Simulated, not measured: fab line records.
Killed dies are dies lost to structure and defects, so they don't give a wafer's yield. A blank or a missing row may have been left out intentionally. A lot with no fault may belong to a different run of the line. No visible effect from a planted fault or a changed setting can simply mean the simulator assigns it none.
What tool caused it? ; flow sky130 ; Sampling: 12 lots, 36 wafers, 4 of 708 route steps

## WHAT EACH GAUGE READ, for each wafer
SKY_POLY_CUT_CD_MEAS_08: the cd target is 270 nm. Usual: cd-nm reads 269.8 nm (standard deviation 1.3).
lot;measured;on;cd-nm (nm);flag
L476;day 25 18:32;cd-sem-02;269.1 270.0 268.0;
L478;day 26 18:49;cd-sem-02;270.6 269.3 270.6;
L477;day 26 19:59;cd-sem-02;268.7 267.6 269.1;
L481;day 27 22:16;cd-sem-02;269.4 270.6 270.4;
L485;day 29 22:02;cd-sem-02;271.0 270.7 269.2;
L486;day 29 22:23;cd-sem-02;270.0 269.4 269.6;
L488;day 29 21:45;cd-sem-01;270.6 270.8 270.5;
L494;day 30 20:49;cd-sem-02;272.2 272.5 271.1;
L495;day 31 04:01;cd-sem-02;273.1 272.4 271.4;
L496;day 31 17:09;cd-sem-01;267.6 269.9 269.0;
L497;day 31 23:48;cd-sem-01;270.6 270.1 269.8;
L498;day 32 04:15;cd-sem-02;268.1 268.2 268.3;

SKY_SD_P_CD_MEAS_07: the cd target is 380 nm. Usual: cd-nm reads 381.2 nm (standard deviation 2.6).
lot;measured;on;cd-nm (nm);flag
L476;day 26 23:56;cd-sem-02;383.1 380.8 381.7;
L478;day 28 00:07;cd-sem-02;379.9 379.1 378.7;
L477;day 28 01:21;cd-sem-02;379.5 380.0 380.9;
L481;day 29 00:47;cd-sem-02;380.7 382.2 380.7;
L485;day 31 01:05;cd-sem-01;385.9 387.1 388.7;
L486;day 31 01:23;cd-sem-02;378.5 382.0 381.0;
L488;day 31 00:33;cd-sem-02;405.9 408.5 408.4;OFF
L494;day 32 00:08;cd-sem-01;379.5 378.0 381.1;
L495;day 32 08:13;cd-sem-01;383.0 380.8 379.9;
L496;day 32 21:24;cd-sem-02;381.4 383.9 384.0;
L497;day 33 01:57;cd-sem-01;381.4 380.3 382.1;
L498;day 33 06:00;cd-sem-02;379.9 378.6 382.6;

## WHAT TOOL EACH LOT RAN ON (gives the tool, then ch and the chambers of the sampled wafers, and finally the start)
lot;SKY_LDD_HVN_STRIP_09;SKY_SD_P_EXPOSE_04
L476;plasma-asher-03 ch 0,1, day 21 20:47;iline-stepper-01 ch 0, day 26 09:16
L478;plasma-asher-04 ch 0,1, day 23 00:08;iline-stepper-02 ch 0, day 27 09:44
L477;plasma-asher-03 ch 0,1, day 23 00:44;iline-stepper-02 ch 0, day 27 11:02
L481;plasma-asher-01 ch 0,1, day 24 04:08;iline-stepper-02 ch 0, day 28 12:04
L485;plasma-asher-03 ch 0,1, day 25 02:52;iline-stepper-01 ch 0, day 30 11:29
L486;plasma-asher-04 ch 0,1, day 25 03:28;iline-stepper-01 ch 0, day 30 11:38
L488;plasma-asher-01 ch 0,1, day 25 04:38;iline-stepper-01 ch 0, day 30 11:07
L494;plasma-asher-03 ch 0,1, day 27 06:56;iline-stepper-02 ch 0, day 31 10:53
L495;plasma-asher-04 ch 0,1, day 27 12:11;iline-stepper-01 ch 0, day 31 17:53
L496;plasma-asher-03 ch 0,1, day 28 02:14;iline-stepper-01 ch 0, day 32 08:08
L497;plasma-asher-01 ch 0,1, day 28 06:29;iline-stepper-01 ch 0, day 32 13:51
L498;plasma-asher-01 ch 0,1, day 28 11:02;iline-stepper-01 ch 0, day 32 18:30
- SKY_LDD_HVN_STRIP_09: strips in O2/N2.
- SKY_SD_P_EXPOSE_04: exposes mask PSDM, target cd 380 nm.

## AS READ BY THE TOOLS THEMSELVES (means over the sampled wafers that have a number; for cases with no such wafer, the mark the record gives instead)
SKY_LDD_HVN_STRIP_09. Usual: drypump-motor-current-A 5.7 A, standard deviation 0.43; oes-product-au 0.408 a.u., standard deviation 0.0047; strip-time-to-endpoint-s 4.123 s, standard deviation 0.015.
lot;tool;drypump-motor-current-A (A);oes-product-au (a.u.);strip-time-to-endpoint-s (s);flag
L476;plasma-asher-03;5.8;0.415;4.105;
L478;plasma-asher-04;5.7;0.411;4.119;
L477;plasma-asher-03;6.0;0.404;4.138;
L481;plasma-asher-01;5.9;0.410;4.128;
L485;plasma-asher-03;5.8;0.404;4.106;
L486;plasma-asher-04;5.5;0.410;4.119;
L488;plasma-asher-01;5.9;0.408;4.120;
L494;plasma-asher-03;5.8;0.410;4.136;
L495;plasma-asher-04;5.7;0.410;4.125;
L496;plasma-asher-03;6.0;0.405;4.131;
L497;plasma-asher-01;5.9;0.408;4.123;
L498;plasma-asher-01;5.5;0.410;4.128;

## THE ANSWER, worked out from the rows above alone
Rule: take the mean of a lot's wafers that have a number; if it is more than 3 standard deviations from the usual mean, the lot is off. Also off: a lot with no number at a reading for which 4 or more lots have one. All remaining lots with rows at the step are treated as sound. After the gauges, taken in route order, come the tools' own readings; for these a lot's mean is taken, as printed above. The first step at which some lot is off is used, and at that step the reading that is off furthest; a lot without a number counts as furthest.
Off: L488 (SKY_SD_P_CD_MEAS_07, cd-nm).
If a tool, at a process step before that reading, ran all the lots that are off and no sound lot after the first of them, it fits. Those tools and the gauges at SKY_SD_P_CD_MEAS_07 are tried in the same way. Not one of the candidates tried fits.

## WHAT THE SIMULATOR HAD INSERTED
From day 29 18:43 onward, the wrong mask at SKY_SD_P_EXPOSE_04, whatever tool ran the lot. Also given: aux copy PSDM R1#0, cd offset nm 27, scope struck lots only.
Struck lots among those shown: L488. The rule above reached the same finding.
